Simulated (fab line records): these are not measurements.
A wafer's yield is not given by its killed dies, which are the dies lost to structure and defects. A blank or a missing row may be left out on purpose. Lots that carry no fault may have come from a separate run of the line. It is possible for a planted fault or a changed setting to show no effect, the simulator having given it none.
The tool behind it: which one? || flow sky130 || 10 lots with 30 wafers sampled at 6 steps, on a route of 708 steps

WHAT THE GAUGES READ, wafer by wafer
SKY_CONTACT_BOW_MEAS_05.
{"lot": "L771", "measured": "day 31 06:11", "on": "filmMetro-01", "CONTACT_BOW (um)": "82 83 78"}
{"lot": "L774", "measured": "day 31 20:16", "on": "filmMetro-04", "CONTACT_BOW (um)": "73 76 76"}
{"lot": "L780", "measured": "day 33 13:58", "on": "filmMetro-01", "CONTACT_BOW (um)": "92 83 86"}
{"lot": "L781", "measured": "day 33 19:51", "on": "filmMetro-01", "CONTACT_BOW (um)": "75 78 81"}
{"lot": "L788", "measured": "day 36 07:25", "on": "filmMetro-04", "CONTACT_BOW (um)": "88 78 81"}
{"lot": "L790", "measured": "day 36 09:37", "on": "filmMetro-04", "CONTACT_BOW (um)": "84 78 93"}
{"lot": "L789", "measured": "day 36 12:35", "on": "filmMetro-01", "CONTACT_BOW (um)": "89 82 101"}
{"lot": "L792", "measured": "day 37 11:24", "on": "filmMetro-01", "CONTACT_BOW (um)": "83 80 74"}
{"lot": "L793", "measured": "day 37 18:51", "on": "filmMetro-04", "CONTACT_BOW (um)": "66 86 89"}
{"lot": "L794", "measured": "day 38 06:07", "on": "filmMetro-04", "CONTACT_BOW (um)": "77 83 85"}

SKY_CONTACT_THK_MEAS_26: measures by xrf.
{"lot": "L771", "measured": "day 32 11:06", "on": "filmMetro-01", "CONTACT_W_THK (nm)": "331 328 334"}
{"lot": "L774", "measured": "day 33 00:47", "on": "filmMetro-04", "CONTACT_W_THK (nm)": "332 339 340"}
{"lot": "L780", "measured": "day 34 17:23", "on": "filmMetro-01", "CONTACT_W_THK (nm)": "326 331 330"}
{"lot": "L781", "measured": "day 34 23:19", "on": "filmMetro-01", "CONTACT_W_THK (nm)": "331 327 331"}
{"lot": "L788", "measured": "day 37 10:23", "on": "filmMetro-03", "CONTACT_W_THK (nm)": "336 340 341"}
{"lot": "L790", "measured": "day 37 12:37", "on": "filmMetro-01", "CONTACT_W_THK (nm)": "333 328 331"}
{"lot": "L789", "measured": "day 37 16:08", "on": "filmMetro-04", "CONTACT_W_THK (nm)": "339 339 343"}
{"lot": "L792", "measured": "day 38 14:05", "on": "filmMetro-04", "CONTACT_W_THK (nm)": "335 340 339"}
{"lot": "L793", "measured": "day 38 22:07", "on": "filmMetro-01", "CONTACT_W_THK (nm)": "324 331 326"}
{"lot": "L794", "measured": "day 39 08:39", "on": "filmMetro-04", "CONTACT_W_THK (nm)": "340 343 340"}

SKY_METAL1_RS_MEAS_05: measurement is done with a four-point probe.
{"lot": "L771", "measured": "day 32 11:37", "on": "filmMetro-02", "METAL1_ALCU_RS (ohm/sq)": "0.1251 0.1268 0.1272"}
{"lot": "L774", "measured": "day 33 01:17", "on": "filmMetro-03", "METAL1_ALCU_RS (ohm/sq)": "0.1262 0.1265 0.1268"}
{"lot": "L780", "measured": "day 34 17:53", "on": "filmMetro-04", "METAL1_ALCU_RS (ohm/sq)": "0.1212 0.1211 0.1208"}
{"lot": "L781", "measured": "day 34 23:50", "on": "filmMetro-03", "METAL1_ALCU_RS (ohm/sq)": "0.1218 0.1216 0.1225"}
{"lot": "L788", "measured": "day 37 10:53", "on": "filmMetro-04", "METAL1_ALCU_RS (ohm/sq)": "0.1258 0.1257 0.1258"}
{"lot": "L790", "measured": "day 37 13:07", "on": "filmMetro-02", "METAL1_ALCU_RS (ohm/sq)": "0.1273 0.1273 0.1274"}
{"lot": "L789", "measured": "day 37 16:38", "on": "filmMetro-03", "METAL1_ALCU_RS (ohm/sq)": "0.1279 0.1286 0.1291"}
{"lot": "L792", "measured": "day 38 14:35", "on": "filmMetro-03", "METAL1_ALCU_RS (ohm/sq)": "0.1269 0.1276 0.1270"}
{"lot": "L793", "measured": "day 38 22:56", "on": "filmMetro-02", "METAL1_ALCU_RS (ohm/sq)": "0.1280 0.1269 0.1279"}
{"lot": "L794", "measured": "day 39 09:10", "on": "filmMetro-03", "METAL1_ALCU_RS (ohm/sq)": "0.1252 0.1268 0.1256"}

SKY_METAL1_THK_MEAS_06: measures by xrf.
{"lot": "L771", "measured": "day 32 11:43", "on": "filmMetro-02", "METAL1_ALCU_THK (nm)": "250.5 245.4 246.9"}
{"lot": "L774", "measured": "day 33 01:25", "on": "filmMetro-03", "METAL1_ALCU_THK (nm)": "250.0 249.4 247.8"}
{"lot": "L780", "measured": "day 34 18:01", "on": "filmMetro-04", "METAL1_ALCU_THK (nm)": "255.8 255.5 255.4"}
{"lot": "L781", "measured": "day 34 23:56", "on": "filmMetro-03", "METAL1_ALCU_THK (nm)": "255.1 252.6 253.1"}
{"lot": "L788", "measured": "day 37 11:01", "on": "filmMetro-04", "METAL1_ALCU_THK (nm)": "250.3 250.6 248.7"}
{"lot": "L790", "measured": "day 37 13:14", "on": "filmMetro-02", "METAL1_ALCU_THK (nm)": "246.3 243.4 242.7"}
{"lot": "L789", "measured": "day 37 16:46", "on": "filmMetro-03", "METAL1_ALCU_THK (nm)": "245.5 243.5 242.3"}
{"lot": "L792", "measured": "day 38 14:42", "on": "filmMetro-03", "METAL1_ALCU_THK (nm)": "246.6 247.2 246.5"}
{"lot": "L793", "measured": "day 38 23:04", "on": "filmMetro-02", "METAL1_ALCU_THK (nm)": "243.5 246.3 244.3"}
{"lot": "L794", "measured": "day 39 09:16", "on": "filmMetro-03", "METAL1_ALCU_THK (nm)": "250.1 249.3 252.2"}

WHICH TOOL RAN EACH LOT (tool, then ch and the chambers of the sampled wafers, then the start)
{"lot": "L771", "SKY_LOCAL_INTERCONNECT_ETCH_13": "rieMetal-02 ch 0,1, day 31 04:56", "SKY_METAL1_SPUTTER_02": "pvdSputter-01, day 32 11:30"}
{"lot": "L774", "SKY_LOCAL_INTERCONNECT_ETCH_13": "rieMetal-02 ch 0,1, day 31 19:01", "SKY_METAL1_SPUTTER_02": "pvdSputter-03, day 33 01:12"}
{"lot": "L780", "SKY_LOCAL_INTERCONNECT_ETCH_13": "rieMetal-03 ch 0,1, day 33 12:43", "SKY_METAL1_SPUTTER_02": "pvdSputter-01, day 34 17:48"}
{"lot": "L781", "SKY_LOCAL_INTERCONNECT_ETCH_13": "rieMetal-02 ch 0,1, day 33 18:30", "SKY_METAL1_SPUTTER_02": "pvdSputter-01, day 34 23:42"}
{"lot": "L788", "SKY_LOCAL_INTERCONNECT_ETCH_13": "rieMetal-01 ch 0,1, day 36 05:47", "SKY_METAL1_SPUTTER_02": "pvdSputter-04, day 37 10:47"}
{"lot": "L790", "SKY_LOCAL_INTERCONNECT_ETCH_13": "rieMetal-01 ch 0,1, day 36 07:44", "SKY_METAL1_SPUTTER_02": "pvdSputter-01, day 37 13:01"}
{"lot": "L789", "SKY_LOCAL_INTERCONNECT_ETCH_13": "rieMetal-03 ch 0,1, day 36 11:17", "SKY_METAL1_SPUTTER_02": "pvdSputter-01, day 37 16:33"}
{"lot": "L792", "SKY_LOCAL_INTERCONNECT_ETCH_13": "rieMetal-03 ch 0,1, day 37 10:07", "SKY_METAL1_SPUTTER_02": "pvdSputter-01, day 38 14:29"}
{"lot": "L793", "SKY_LOCAL_INTERCONNECT_ETCH_13": "rieMetal-02 ch 0,1, day 37 17:37", "SKY_METAL1_SPUTTER_02": "pvdSputter-01, day 38 22:51"}
{"lot": "L794", "SKY_LOCAL_INTERCONNECT_ETCH_13": "rieMetal-02 ch 0, day 38 04:46", "SKY_METAL1_SPUTTER_02": "pvdSputter-03, day 39 09:02"}
- SKY_LOCAL_INTERCONNECT_ETCH_13: etches BARC in N2/H2, stops on SiO2, time 45.9 s, target depth 60 nm.
- SKY_METAL1_SPUTTER_02: material AlCu, target thk 250 nm, time 13.3 s.

WHAT THE TOOLS THEMSELVES READ (means of the sampled wafers that have a number; where no wafer has one, the mark that the record gives instead)
SKY_LOCAL_INTERCONNECT_ETCH_13.
{"lot": "L771", "tool": "rieMetal-02", "drypumpMotorCurrentA (A)": 6.0, "n2FlowSccm (sccm)": 100.04, "oesProductAu (a.u.)": 0.854, "throttleValvePct (%)": 13.219}
{"lot": "L774", "tool": "rieMetal-02", "drypumpMotorCurrentA (A)": 6.0, "n2FlowSccm (sccm)": 100.05, "oesProductAu (a.u.)": 0.861, "throttleValvePct (%)": 13.223}
{"lot": "L780", "tool": "rieMetal-03", "drypumpMotorCurrentA (A)": 5.6, "n2FlowSccm (sccm)": 99.89, "oesProductAu (a.u.)": 0.855, "throttleValvePct (%)": 13.231}
{"lot": "L781", "tool": "rieMetal-02", "drypumpMotorCurrentA (A)": 6.0, "n2FlowSccm (sccm)": 100.10, "oesProductAu (a.u.)": 0.859, "throttleValvePct (%)": 13.221}
{"lot": "L788", "tool": "rieMetal-01", "drypumpMotorCurrentA (A)": 5.6, "n2FlowSccm (sccm)": 99.76, "oesProductAu (a.u.)": 0.848, "throttleValvePct (%)": 13.225}
{"lot": "L790", "tool": "rieMetal-01", "drypumpMotorCurrentA (A)": 5.4, "n2FlowSccm (sccm)": 99.96, "oesProductAu (a.u.)": 0.849, "throttleValvePct (%)": 13.231}
{"lot": "L789", "tool": "rieMetal-03", "drypumpMotorCurrentA (A)": 5.6, "n2FlowSccm (sccm)": 99.83, "oesProductAu (a.u.)": 0.856, "throttleValvePct (%)": 13.224}
{"lot": "L792", "tool": "rieMetal-03", "drypumpMotorCurrentA (A)": 5.6, "n2FlowSccm (sccm)": 99.78, "oesProductAu (a.u.)": 0.857, "throttleValvePct (%)": 13.229}
{"lot": "L793", "tool": "rieMetal-02", "drypumpMotorCurrentA (A)": 6.0, "n2FlowSccm (sccm)": 99.86, "oesProductAu (a.u.)": 0.855, "throttleValvePct (%)": 13.231}
{"lot": "L794", "tool": "rieMetal-02", "drypumpMotorCurrentA (A)": 6.4, "n2FlowSccm (sccm)": 100.31, "oesProductAu (a.u.)": 0.858, "throttleValvePct (%)": 13.222}

SKY_METAL1_SPUTTER_02.
{"lot": "L771", "tool": "pvdSputter-01", "chamberPressurePa (Pa)": 0.3999, "throttleValvePct (%)": 30.6}
{"lot": "L774", "tool": "pvdSputter-03", "chamberPressurePa (Pa)": 0.3996, "throttleValvePct (%)": 30.3}
{"lot": "L780", "tool": "pvdSputter-01", "chamberPressurePa (Pa)": 0.3425, "throttleValvePct (%)": 33.2}
{"lot": "L781", "tool": "pvdSputter-01", "chamberPressurePa (Pa)": 0.3432, "throttleValvePct (%)": 32.6}
{"lot": "L788", "tool": "pvdSputter-04", "chamberPressurePa (Pa)": 0.4008, "throttleValvePct (%)": 30.4}
{"lot": "L790", "tool": "pvdSputter-01", "chamberPressurePa (Pa)": 0.4006, "throttleValvePct (%)": 30.5}
{"lot": "L789", "tool": "pvdSputter-01", "chamberPressurePa (Pa)": 0.4003, "throttleValvePct (%)": 30.9}
{"lot": "L792", "tool": "pvdSputter-01", "chamberPressurePa (Pa)": 0.3998, "throttleValvePct (%)": 30.5}
{"lot": "L793", "tool": "pvdSputter-01", "chamberPressurePa (Pa)": 0.4005, "throttleValvePct (%)": 30.3}
{"lot": "L794", "tool": "pvdSputter-03", "chamberPressurePa (Pa)": 0.3999, "throttleValvePct (%)": 30.6}

THE ANSWER, worked out from the rows above alone
Rule: usual is defined by the lots themselves. The widest of any qualifying gaps counts: lots, ordered by their means at a reading, are off when they make up no more than a third of the lots, leave a main group of 4 or more, and stand apart from it by 3 or more times the standard deviation of that group's means. The tables above print the reading to a certain number of digits; a main group whose means all agree to those digits is not used. Also off: a lot with no number at a reading for which 4 or more lots have one. Where the step has rows for the other lots, those lots are counted as sound. The gauges are gone through in route order, then the tools' own readings, and for those a lot's mean is taken as printed above. At the first step where some lot is off, the reading lying furthest off is the one used; lots without a number count as furthest.
Off: L780, L781, seen at SKY_METAL1_RS_MEAS_05 (METAL1_ALCU_RS). Main group: mean 0.1269 ohm/sq, sd 0.00088.
A tool fits if, at a process step before that reading, it ran every lot that is off, and no sound lot after the first of them. Not tried: the gauges at SKY_METAL1_RS_MEAS_05; whatever is off there is also off at SKY_METAL1_SPUTTER_02, on other tools, and gauge error can't account for it. None of those tried fits.

WHAT HAD BEEN PUT IN BY THE SIMULATOR
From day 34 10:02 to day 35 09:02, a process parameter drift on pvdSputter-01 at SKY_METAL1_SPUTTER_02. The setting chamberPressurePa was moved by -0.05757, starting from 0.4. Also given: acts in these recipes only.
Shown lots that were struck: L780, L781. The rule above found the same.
